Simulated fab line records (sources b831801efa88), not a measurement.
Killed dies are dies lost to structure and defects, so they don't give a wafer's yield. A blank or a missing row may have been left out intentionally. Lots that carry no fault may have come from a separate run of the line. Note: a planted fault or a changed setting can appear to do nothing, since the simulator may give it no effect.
Problem report, 8D (eight disciplines) form, completed by code || flow gf180mcu || the parts of the form that need people (team, actions taken, sign-off) are left out

1. THE ISSUE
tiltDeg at GF_NSD_IMPLANT_09 reads a mean of 4.158 degrees on 6 wafers of 2 lots; wafers without a fault read 7.000 degrees with a standard deviation of 0.019. So: -99 or more standard deviations from the usual mean.
Seen first at day 17 13:47 on implanter-02, wafer L786.1. Wafers with a number at this step in the record: 42, from 14 lots. Rule for "out", or "out of limits": more than 4 standard deviations from the usual mean. All remaining wafers that have a number are taken as sound.

2. WHAT THIS IS AND IS NOT
{"question": "which readings at this step", "is": "tiltDeg", "is not": "doseIonsCm2"}
{"question": "which lots", "is": "L786, L788", "is not": "L775, L776, L777, L779, L780, L781, L790, L793, L795, L796, L797, L798"}
{"question": "which wafers of those lots", "is": "all that have a number", "is not": "-"}
{"question": "read on which tools", "is": "implanter-02", "is not": "implanter-01, implanter-03"}
{"question": "when", "is": "from day 17 13:47", "is not": "up to then (18 sound wafers); but 18 sound wafers of L790, L793, L795, L796, L797, L798 came after"}

3. THE SUSPECTS, EACH WITH WHAT RULES IT OUT
Counting: any tool at a process step up to the reading is kept as a suspect provided that every lot that is out went through it and no sound lot did after the first of them.
- implanter-02 at GF_NSD_IMPLANT_09: ruled out as a lasting fault. The sound lots L796, L797 went through it after L786, its earliest lot that is out (day 17 13:47).
Left after counting: nothing in the record.

4. THE CAUSE (what the simulator had put in)
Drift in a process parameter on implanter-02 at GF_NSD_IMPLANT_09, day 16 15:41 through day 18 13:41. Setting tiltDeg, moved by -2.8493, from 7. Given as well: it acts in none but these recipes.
Counting ruled it out, wrongly.

5. THE EFFECT CHAIN, in route order
Each row: a reading where the mean over the struck wafers with a number is more than 3 standard deviations away from the usual. Readings are gone through only where the record gives a usual standard deviation; hours: the median, over the lots, of the time from a lot's start at the first step in this table giving one to that lot's start at this step; sigmas: the change measured in usual standard deviations.
{"hours": 0, "step": "GF_NSD_IMPLANT_09", "reading": "tiltDeg", "usual": "7.000 degrees", "on struck wafers": 4.158, "change": -2.842, "sigmas": "-99 or more"}
The process steps in it:
- GF_NSD_IMPLANT_09
Readings that are blank on the struck wafers while sound wafers have them: NSD_RS at GF_PSD_RS_MEAS_14.
Later measuring or inspecting steps at which every struck wafer that the step has a row for has a number for every such reading, and none has moved that far: GF_SAB_THK_MEAS_01, GF_SAB_OVL_MEAS_10.

6. WHAT WOULD HAVE CAUGHT IT SOONER
First out-of-limits reading in this record: day 17 13:47, which is 22 hours after fault onset at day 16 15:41.
